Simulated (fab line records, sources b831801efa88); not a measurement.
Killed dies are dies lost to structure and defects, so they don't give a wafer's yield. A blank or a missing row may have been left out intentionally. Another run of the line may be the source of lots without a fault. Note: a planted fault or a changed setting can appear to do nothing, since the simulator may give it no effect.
Struck lot and sound lot, side by side | flow sfq_line | 18 out of 325 route steps
Sound: these wafers, L730.2, L730.4, L730.6. Struck: wafers L734.4, L734.6 (left out: L734.1, a lot-mate that was not struck); the cause follows at the end.
For every step that has rows: the tool of each side, followed by ch and its chambers, followed by its first start. Under that, the readings that differ: sound wafers | struck wafers | difference of the means | sigmas: that difference in standard deviations of wafers without a fault.
alike: words and numbers the same on both sides, and readings whose means are apart by under 2 such deviations; not compared: readings that were withheld, readings missing a value for some wafer, numbers with overlapping values and no deviation given by the record, and bounds like >300 which may hide the same value.
A row with sigmas, a row that says differs or no value, or rows on one side alone: a step with any of these is where the two part. Numbers that have no deviation but don't overlap get no sigmas and don't part them. Lack of a reading on every wafer of one side parts them only where that side has two or more wafers.

SFQ_TRILAYER_M0_BARC_OPEN_METAL_ETCH_031: etches BARC in O2, target depth 125 nm, time 41.7 s.
  sound on rie_metal-04 ch 0,1, day 12 09:50; struck on rie_metal-04 ch 0,1, day 14 02:13
  alike: drypump_motor_current_A, oes_product_au
  not compared: rf_hours_counter_h
then, 1 step without rows for these wafers: SFQ_TRILAYER_M0_ETCH_METAL_ETCH_024 (etches Nb in Cl2/Ar, stops on SiO2, target depth 240 nm, time 120 s).
SFQ_TRILAYER_M0_STRIP_STRIP_025: strips in O2.
  sound on rie_metal-04 ch 0,1, day 12 10:02; struck on rie_metal-04 ch 0,1, day 14 02:24
  alike: drypump_motor_current_A, oes_product_au
  not compared: rf_hours_counter_h
then, 1 step without rows for these wafers: SFQ_TRILAYER_M0_STRIP_SOLV_CLEAN_026 (cleans in NMP, time 600 s).
SFQ_TRILAYER_I0_DEP_PECVD_027: deposits SiO2 from SiH4/N2O, time 111.11 s, target thk 500 nm.
  sound on pecvd-04 ch 0,2, day 12 11:20; struck on pecvd-04 ch 1,2, day 14 03:11
  alike: heater_power_w, throttle_valve_pct
then, 1 step without rows for these wafers: SFQ_TRILAYER_I0_CMP_CMP_028 (polishes SiO2).
SFQ_I0_BOW_MEAS_907:
  sound on film_metro-04, day 12 14:26; struck on film_metro-01, day 14 06:16
  alike: I0_BOW
SFQ_TRILAYER_I0_METRO_MEASURE_029:
  sound on film_metro-04, day 12 14:44; struck on film_metro-01, day 14 06:23
  alike: thk_nm
then, 4 steps without rows for these wafers: SFQ_TRILAYER_I0_VIA_LITHO_COAT_036 (resist thk 62 nm); SFQ_TRILAYER_I0_VIA_LITHO_COAT_031 (resist thk 650 nm); SFQ_TRILAYER_I0_VIA_LITHO_SOFTBAKE_035; SFQ_TRILAYER_I0_VIA_LITHO_EXPOSE_032 (exposes mask I0, target cd 500 nm).
-- the record jumps here: 6 days lie between the struck wafers' starts before and after --
SFQ_TRILAYER_I0_VIA_LITHO_PEB_034: peb time 60 s.
  sound on litho_track-01 ch 0, day 17 15:52; struck on litho_track-01 ch 0, day 19 20:17
then, 1 step without rows for these wafers: SFQ_TRILAYER_I0_VIA_LITHO_DEVELOP_033 (time 60 s).
SFQ_I0_OVL_MEAS_908:
  sound on overlay-02, day 17 16:09; struck on overlay-01, day 19 20:35
  alike: I0_OVL
SFQ_TRILAYER_I0_VIA_BARC_OPEN_VIA_ETCH_046: etches BARC in O2, target depth 125 nm, time 41.7 s.
  sound on rie_diel-02 ch 0,2,3, day 17 16:11; struck on rie_diel-03 ch 1,3, day 19 20:37
  reading             | sound             | struck      | difference | sigmas
  model.I0.cd_nm (nm) | 500.5 501.5 500.8 | 534.9 536.6 | +34.8      |
  alike: drypump_motor_current_A, oes_product_au
  not compared: rf_hours_counter_h
SFQ_TRILAYER_I0_VIA_ETCH_VIA_ETCH_034: etches SiO2 in CHF3, stops on Nb, target depth 260 nm.
  sound on rie_diel-02 ch 0,2,3, day 17 16:13; struck on rie_diel-03 ch 1,3, day 19 20:39
  reading             | sound             | struck      | difference | sigmas
  model.I0.cd_nm (nm) | 497.1 500.6 501.5 | 533.6 537.2 | +35.7      |
  alike: drypump_motor_current_A, oes_product_au
SFQ_TRILAYER_I0_VIA_STRIP_STRIP_035: strips in O2.
  sound on rie_metal-02 ch 0, day 17 16:32; struck on rie_metal-02 ch 0,1, day 19 20:46
  alike: drypump_motor_current_A, oes_product_au
  not compared: rf_hours_counter_h

WHERE THEY PART
Nowhere in this record.

WHY: what had been put in by the simulator
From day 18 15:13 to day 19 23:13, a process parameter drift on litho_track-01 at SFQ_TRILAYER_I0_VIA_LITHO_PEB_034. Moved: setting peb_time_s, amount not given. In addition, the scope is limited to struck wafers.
